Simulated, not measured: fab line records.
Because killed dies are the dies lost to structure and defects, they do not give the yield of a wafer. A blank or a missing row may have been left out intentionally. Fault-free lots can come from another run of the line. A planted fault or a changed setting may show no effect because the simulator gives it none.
fab line records || flow sky130
record {"lots": 15, "wafers": 45, "lastDay": 50}
route steps=708 shown VT_ADJUST_PCH@151 PAD_OPEN@708
lots that met no fault: from a run of the same line without faults
startH: hours from the record's first day to the start of the lot's first wafer shown || waitH: hours from the lot's prior step to this one || " repeats the value in the row above || L1.1+2: one row covering several wafers at once || - no value present, or no start provided || * or withheld: withheld || < > ~ a bound
route shown NAME@n: NAME is a module with steps in the file, n the number in the route of the first one || usual: mean and standard deviation over wafers with no fault || same: alike in all rows || chamber/n: place in a boat || sites: each site's reading || _std_site: the standard deviation of these || _edge_site: the outer-site mean with the inner-site mean subtracted || radiusMm: how far each site lies from the wafer's centre || mask NAME#n: copy n || behind: tool/chamber where the wafer was last shaped || hold: the reason the lot was held/the length of the hold in hours/how it ended || device: names the non-switching transistor (n, p or np) || end of line: tests run on the same wafers once the route is complete || where a step has no rows: the recipe by itself || killed: dies that structure and defects cost at the first sort, which is not the same as the wafer's yield || map: a wafer's dies, marking killed ones x, the rest . and places with no die _
set.NAME: the setting the step ran with; set.NAME@STEP: the setting that earlier step ran with || model.NAME: the simulator's own value behind a step, which no gauge read
route steps across a sampled set of lots; one table per step, one row per wafer
services: when a tool's chamber went out of use (startH, in hours from the record's first day, below 0 if earlier), for how many hours, and the reason
## steps
# step SKY_VT_ADJUST_PCH_IMPLANT_08
# recipe {"species": "B", "energyKev": 10, "doseCm2": 5e+11, "tiltDeg": "withheld"}
# usual {"beamOnS": "10.02/0.19", "doseIonsCm2": "5e+11/5.5e+08"}
{"lot.wafer": "L831.3", "tool": "implanter-03", "chamber": 0, "startH": 222.28, "waitH": 0.1, "beamOnS": 9.80, "doseIonsCm2": 5.005e+11}
{"lot.wafer": "L831.4", "tool": "implanter-03", "chamber": 0, "startH": 222.28, "waitH": 0.1, "beamOnS": 9.96, "doseIonsCm2": 5e+11}
{"lot.wafer": "L831.5", "tool": "implanter-03", "chamber": 0, "startH": 222.28, "waitH": 0.1, "beamOnS": 9.88, "doseIonsCm2": 5.004e+11}
{"lot.wafer": "L832.1", "tool": "implanter-04", "chamber": 0, "startH": 232.91, "waitH": 0.0, "beamOnS": 10.26, "doseIonsCm2": 4.998e+11}
{"lot.wafer": "L832.4", "tool": "implanter-04", "chamber": 0, "startH": 232.91, "waitH": 0.0, "beamOnS": 10.01, "doseIonsCm2": 4.998e+11}
{"lot.wafer": "L832.6", "tool": "implanter-04", "chamber": 0, "startH": 232.91, "waitH": 0.0, "beamOnS": 10.07, "doseIonsCm2": 4.993e+11}
{"lot.wafer": "L835.3", "tool": "implanter-04", "chamber": 0, "startH": 255.73, "waitH": 0.1, "beamOnS": 10.17, "doseIonsCm2": 5.004e+11}
{"lot.wafer": "L835.4", "tool": "implanter-04", "chamber": 0, "startH": 255.73, "waitH": 0.1, "beamOnS": 10.12, "doseIonsCm2": 5.001e+11}
{"lot.wafer": "L835.6", "tool": "implanter-04", "chamber": 0, "startH": 255.73, "waitH": 0.1, "beamOnS": 10.03, "doseIonsCm2": 5e+11}
{"lot.wafer": "L836.2", "tool": "implanter-04", "chamber": 0, "startH": 267.85, "waitH": 0.0, "beamOnS": 10.11, "doseIonsCm2": 4.995e+11}
{"lot.wafer": "L836.3", "tool": "implanter-04", "chamber": 0, "startH": 267.85, "waitH": 0.0, "beamOnS": 10.39, "doseIonsCm2": 5.008e+11}
{"lot.wafer": "L836.4", "tool": "implanter-04", "chamber": 0, "startH": 267.85, "waitH": 0.0, "beamOnS": 10.03, "doseIonsCm2": 4.997e+11}
{"lot.wafer": "L837.2", "tool": "implanter-03", "chamber": 0, "startH": 275.06, "waitH": 0.0, "beamOnS": 10.20, "doseIonsCm2": 4.997e+11}
{"lot.wafer": "L837.4", "tool": "implanter-03", "chamber": 0, "startH": 275.06, "waitH": 0.0, "beamOnS": 10.15, "doseIonsCm2": 4.997e+11}
{"lot.wafer": "L837.6", "tool": "implanter-03", "chamber": 0, "startH": 275.06, "waitH": 0.0, "beamOnS": 9.57, "doseIonsCm2": 4.993e+11}
{"lot.wafer": "L838.3", "tool": "implanter-04", "chamber": 0, "startH": 282.53, "waitH": 0.1, "beamOnS": 10.04, "doseIonsCm2": 4.997e+11}
{"lot.wafer": "L838.4", "tool": "implanter-04", "chamber": 0, "startH": 282.53, "waitH": 0.1, "beamOnS": 10.44, "doseIonsCm2": 4.991e+11}
{"lot.wafer": "L838.5", "tool": "implanter-04", "chamber": 0, "startH": 282.53, "waitH": 0.1, "beamOnS": 10.13, "doseIonsCm2": 5.007e+11}
{"lot.wafer": "L839.2", "tool": "implanter-04", "chamber": 0, "startH": 290.33, "waitH": 0.0, "beamOnS": 10.12, "doseIonsCm2": 5.006e+11}
{"lot.wafer": "L839.4", "tool": "implanter-04", "chamber": 0, "startH": 290.33, "waitH": 0.0, "beamOnS": 9.73, "doseIonsCm2": 5e+11}
{"lot.wafer": "L839.5", "tool": "implanter-04", "chamber": 0, "startH": 290.33, "waitH": 0.0, "beamOnS": 9.76, "doseIonsCm2": 5.005e+11}
{"lot.wafer": "L840.1", "tool": "implanter-03", "chamber": 0, "startH": 294.46, "waitH": 0.0, "beamOnS": 10.08, "doseIonsCm2": 5.003e+11}
{"lot.wafer": "L840.3", "tool": "implanter-03", "chamber": 0, "startH": 294.46, "waitH": 0.0, "beamOnS": 10.05, "doseIonsCm2": 5.002e+11}
{"lot.wafer": "L840.5", "tool": "implanter-03", "chamber": 0, "startH": 294.46, "waitH": 0.0, "beamOnS": 9.91, "doseIonsCm2": 5.002e+11}
{"lot.wafer": "L841.2", "tool": "implanter-03", "chamber": 0, "startH": 299.11, "waitH": 0.0, "beamOnS": 10.36, "doseIonsCm2": 4.994e+11}
{"lot.wafer": "L841.3", "tool": "implanter-03", "chamber": 0, "startH": 299.11, "waitH": 0.0, "beamOnS": 10.01, "doseIonsCm2": 4.993e+11}
{"lot.wafer": "L841.4", "tool": "implanter-03", "chamber": 0, "startH": 299.11, "waitH": 0.0, "beamOnS": 10.25, "doseIonsCm2": 5.005e+11}
{"lot.wafer": "L845.2", "tool": "implanter-01", "chamber": 0, "startH": 336.41, "waitH": 0.0, "beamOnS": 9.91, "doseIonsCm2": 5.063e+11}
{"lot.wafer": "L845.4", "tool": "implanter-01", "chamber": 0, "startH": 336.41, "waitH": 0.0, "beamOnS": 10.08, "doseIonsCm2": 5.073e+11}
{"lot.wafer": "L845.6", "tool": "implanter-01", "chamber": 0, "startH": 336.41, "waitH": 0.0, "beamOnS": 9.87, "doseIonsCm2": 5.074e+11}
{"lot.wafer": "L846.2", "tool": "implanter-04", "chamber": 0, "startH": 339.41, "waitH": 0.0, "beamOnS": 10.03, "doseIonsCm2": 4.989e+11}
{"lot.wafer": "L846.4", "tool": "implanter-04", "chamber": 0, "startH": 339.41, "waitH": 0.0, "beamOnS": 9.77, "doseIonsCm2": 4.999e+11}
{"lot.wafer": "L846.5", "tool": "implanter-04", "chamber": 0, "startH": 339.41, "waitH": 0.0, "beamOnS": 9.71, "doseIonsCm2": 4.996e+11}
{"lot.wafer": "L848.1", "tool": "implanter-01", "chamber": 0, "startH": 363.13, "waitH": 0.0, "beamOnS": 9.85, "doseIonsCm2": 5.066e+11}
{"lot.wafer": "L848.3", "tool": "implanter-01", "chamber": 0, "startH": 363.13, "waitH": 0.0, "beamOnS": 9.84, "doseIonsCm2": 5.069e+11}
{"lot.wafer": "L848.4", "tool": "implanter-01", "chamber": 0, "startH": 363.13, "waitH": 0.0, "beamOnS": 10.17, "doseIonsCm2": 5.062e+11}
{"lot.wafer": "L849.2", "tool": "implanter-01", "chamber": 0, "startH": 364.81, "waitH": 0.0, "beamOnS": 10.12, "doseIonsCm2": 5.069e+11}
{"lot.wafer": "L849.5", "tool": "implanter-01", "chamber": 0, "startH": 364.81, "waitH": 0.0, "beamOnS": 10.00, "doseIonsCm2": 5.077e+11}
{"lot.wafer": "L849.6", "tool": "implanter-01", "chamber": 0, "startH": 364.81, "waitH": 0.0, "beamOnS": 10.05, "doseIonsCm2": 5.069e+11}
{"lot.wafer": "L853.3", "tool": "implanter-03", "chamber": 0, "startH": 396.51, "waitH": 0.1, "beamOnS": 9.98, "doseIonsCm2": 4.996e+11}
{"lot.wafer": "L853.4", "tool": "implanter-03", "chamber": 0, "startH": 396.51, "waitH": 0.1, "beamOnS": 9.88, "doseIonsCm2": 4.998e+11}
{"lot.wafer": "L853.5", "tool": "implanter-03", "chamber": 0, "startH": 396.51, "waitH": 0.1, "beamOnS": 10.05, "doseIonsCm2": 5.003e+11}
{"lot.wafer": "L854.1", "tool": "implanter-04", "chamber": 0, "startH": 406.18, "waitH": 0.0, "beamOnS": 10.05, "doseIonsCm2": 4.992e+11}
{"lot.wafer": "L854.2", "tool": "implanter-04", "chamber": 0, "startH": 406.18, "waitH": 0.0, "beamOnS": 10.39, "doseIonsCm2": 4.999e+11}
{"lot.wafer": "L854.6", "tool": "implanter-04", "chamber": 0, "startH": 406.18, "waitH": 0.0, "beamOnS": 9.67, "doseIonsCm2": 4.99e+11}
# step SKY_PAD_OPEN_PROBE_99
# usual {"killed_at_M0_to_M3": "43/6.7", "killed_at_M4_up": "3.2/1.8", "killedAtContacts": "24/4.8", "killedAtFrontEnd": "16/4.2", "killedAtOther": "0.3/0.56", "killedDies": "86/8.5", "killedOpen": "47/6.7", "killedShort": "39/6"}
# same {"grossDies": 492, "killedAtBackSide": 0}
{"lot.wafer": "L839.2", "tool": "prober-01", "chamber": "-", "startH": 1126.90, "waitH": 0.1, "killed_at_M0_to_M3": 50, "killed_at_M4_up": 5, "killedAtContacts": 30, "killedAtFrontEnd": 9, "killedAtOther": 0, "killedDies": 94, "killedOpen": 58, "killedShort": 36}
{"lot.wafer": "L839.4", "tool": "prober-01", "chamber": "-", "startH": 1127.00, "waitH": 0.2, "killed_at_M0_to_M3": 48, "killed_at_M4_up": 3, "killedAtContacts": 20, "killedAtFrontEnd": 9, "killedAtOther": 0, "killedDies": 80, "killedOpen": 45, "killedShort": 35}
{"lot.wafer": "L839.5", "tool": "prober-01", "chamber": "-", "startH": 1127.05, "waitH": 0.2, "killed_at_M0_to_M3": 41, "killed_at_M4_up": 6, "killedAtContacts": 31, "killedAtFrontEnd": 17, "killedAtOther": 0, "killedDies": 95, "killedOpen": 54, "killedShort": 41}
{"lot.wafer": "L841.2", "tool": "prober-01", "chamber": "-", "startH": 1132.95, "waitH": 0.1, "killed_at_M0_to_M3": 46, "killed_at_M4_up": 2, "killedAtContacts": 20, "killedAtFrontEnd": 15, "killedAtOther": 1, "killedDies": 84, "killedOpen": 45, "killedShort": 39}
{"lot.wafer": "L841.3", "tool": "prober-01", "chamber": "-", "startH": 1133.00, "waitH": 0.2, "killed_at_M0_to_M3": 44, "killed_at_M4_up": 3, "killedAtContacts": 19, "killedAtFrontEnd": 11, "killedAtOther": 0, "killedDies": 77, "killedOpen": 40, "killedShort": 37}
{"lot.wafer": "L841.4", "tool": "prober-01", "chamber": "-", "startH": 1133.05, "waitH": 0.2, "killed_at_M0_to_M3": 42, "killed_at_M4_up": 3, "killedAtContacts": 18, "killedAtFrontEnd": 11, "killedAtOther": 0, "killedDies": 74, "killedOpen": 38, "killedShort": 35}
{"lot.wafer": "L848.1", "tool": "prober-02", "chamber": "-", "startH": 1172.82, "waitH": 0.1, "killed_at_M0_to_M3": 36, "killed_at_M4_up": 6, "killedAtContacts": 22, "killedAtFrontEnd": 17, "killedAtOther": 2, "killedDies": 83, "killedOpen": 44, "killedShort": 39}
{"lot.wafer": "L848.3", "tool": "prober-02", "chamber": "-", "startH": 1172.92, "waitH": 0.2, "killed_at_M0_to_M3": 32, "killed_at_M4_up": 1, "killedAtContacts": 24, "killedAtFrontEnd": 20, "killedAtOther": 0, "killedDies": 77, "killedOpen": 39, "killedShort": 37}
{"lot.wafer": "L848.4", "tool": "prober-02", "chamber": "-", "startH": 1172.97, "waitH": 0.2, "killed_at_M0_to_M3": 31, "killed_at_M4_up": 2, "killedAtContacts": 28, "killedAtFrontEnd": 15, "killedAtOther": 1, "killedDies": 77, "killedOpen": 42, "killedShort": 35}
# killed by level:class
L839.2 VIA1:geometricParticle:open=14 VIA2:geometricParticle:open=10 LI_CONTACT:geometricParticle:open=9 CONTACT:geometricParticle:open=8 VIA1:geometricParticle:short=7 VIA3:geometricParticle:open=5 LOCAL_INTERCONNECT:geometricParticle:short=4 CONTACT:geometricParticle:short=4
L839.4 VIA1:geometricParticle:open=11 VIA1:geometricParticle:short=8 LOCAL_INTERCONNECT:geometricParticle:short=6 CONTACT:geometricParticle:open=6 METAL2:geometricParticle:short=6 LI_CONTACT:geometricParticle:open=5 VIA3:geometricParticle:open=5 FIELD_ISO:geometricParticle:short=4
L839.5 LI_CONTACT:geometricParticle:open=15 VIA1:geometricParticle:open=8 VIA3:geometricParticle:open=8 CONTACT:geometricParticle:open=7 METAL1:geometricParticle:short=6 FIELD_ISO:geometricParticle:open=5 FIELD_ISO:geometricParticle:short=5 METAL4:geometricParticle:short=5
L841.2 VIA2:geometricParticle:open=13 CONTACT:geometricParticle:open=8 VIA1:geometricParticle:open=8 METAL1:geometricParticle:short=6 LI_CONTACT:geometricParticle:open=5 VIA1:geometricParticle:short=5 METAL2:geometricParticle:short=5 POLY_GATE:geometricParticle:short=4
L841.3 VIA3:geometricParticle:open=10 VIA1:geometricParticle:open=8 CONTACT:geometricParticle:open=7 LOCAL_INTERCONNECT:geometricParticle:short=6 VIA2:geometricParticle:open=5 FIELD_ISO:geometricParticle:open=4 METAL1:geometricParticle:short=4 VIA1:geometricParticle:short=4
L841.4 VIA1:geometricParticle:open=11 CONTACT:geometricParticle:open=7 VIA2:geometricParticle:open=6 VIA1:geometricParticle:short=6 SPACER:geometricParticle:short=4 LI_CONTACT:geometricParticle:open=4 VIA3:geometricParticle:open=4 POLY_GATE:geometricParticle:short=3
L848.1 CONTACT:geometricParticle:open=8 LI_CONTACT:geometricParticle:open=7 VIA1:geometricParticle:open=7 METAL2:geometricParticle:short=7 VIA3:geometricParticle:open=6 POLY_GATE:geometricParticle:open=5 CONTACT:geometricParticle:short=4 METAL1:geometricParticle:short=4
L848.3 VIA1:geometricParticle:open=10 LI_CONTACT:geometricParticle:open=8 FIELD_ISO:geometricParticle:short=6 CONTACT:geometricParticle:open=6 CONTACT:geometricParticle:short=5 VIA3:geometricParticle:short=5 FIELD_ISO:geometricParticle:open=4 METAL1:geometricParticle:short=4
L848.4 CONTACT:geometricParticle:open=11 LI_CONTACT:geometricParticle:open=8 VIA3:geometricParticle:open=6 FIELD_ISO:geometricParticle:short=5 VIA2:geometricParticle:open=5 FIELD_ISO:geometricParticle:open=4 VIA3:geometricParticle:short=4 VIA1:geometricParticle:open=4
## services
{"tool": "implanter-01", "chamber": "-", "startH": 227.83, "hours": 3.3, "kind": "pm"}
{"tool": "implanter-01", "chamber": "-", "startH": 269.54, "hours": 5.7, "kind": "repair"}
{"tool": "implanter-01", "chamber": "-", "startH": 300.73, "hours": 3.7, "kind": "pm"}
{"tool": "implanter-03", "chamber": "-", "startH": 305.44, "hours": 3.9, "kind": "repair"}
{"tool": "implanter-03", "chamber": "-", "startH": 316.20, "hours": 5.3, "kind": "pm"}
{"tool": "implanter-03", "chamber": "-", "startH": 327.29, "hours": 1.3, "kind": "repair"}
{"tool": "implanter-04", "chamber": "-", "startH": 360.43, "hours": 0.6, "kind": "repair"}
{"tool": "implanter-03", "chamber": "-", "startH": 366.78, "hours": 2.2, "kind": "repair"}
{"tool": "implanter-04", "chamber": "-", "startH": 371.13, "hours": 4.9, "kind": "pm"}
{"tool": "implanter-03", "chamber": "-", "startH": 371.45, "hours": 4.2, "kind": "pm"}
{"tool": "implanter-04", "chamber": "-", "startH": 389.16, "hours": 2.5, "kind": "repair"}
{"tool": "implanter-03", "chamber": "-", "startH": 392.23, "hours": 3.2, "kind": "repair"}
## key
firstSign {"step": "SKY_VT_ADJUST_PCH_IMPLANT_08", "reading": "doseIonsCm2", "direction": "up", "sigmas": 13, "usual": "*", "struck": "*"}
effect none on later readings
metAt SKY_VT_ADJUST_PCH_IMPLANT_08
struckLots L845,L848,L849
testerLeftOut L845,L848,L849
fault {"kind": "processParameterDrift", "tool": "implanter-01", "chamber": "-", "onsetH": 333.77, "steps": "SKY_VT_ADJUST_PCH_IMPLANT_08", "channel": "doseCm2", "offset": "*", "shape": "step", "endH": 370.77, "actsIn": "*", "stated": "*"}
# testerLeftOut: of these lots the tester's yield and bins aren't shown, on N5 and GAA mostly nor the transistor test; their killed dies are dies lost to structure and defects alone, not to doping, threshold or leakage, so they don't give the yield
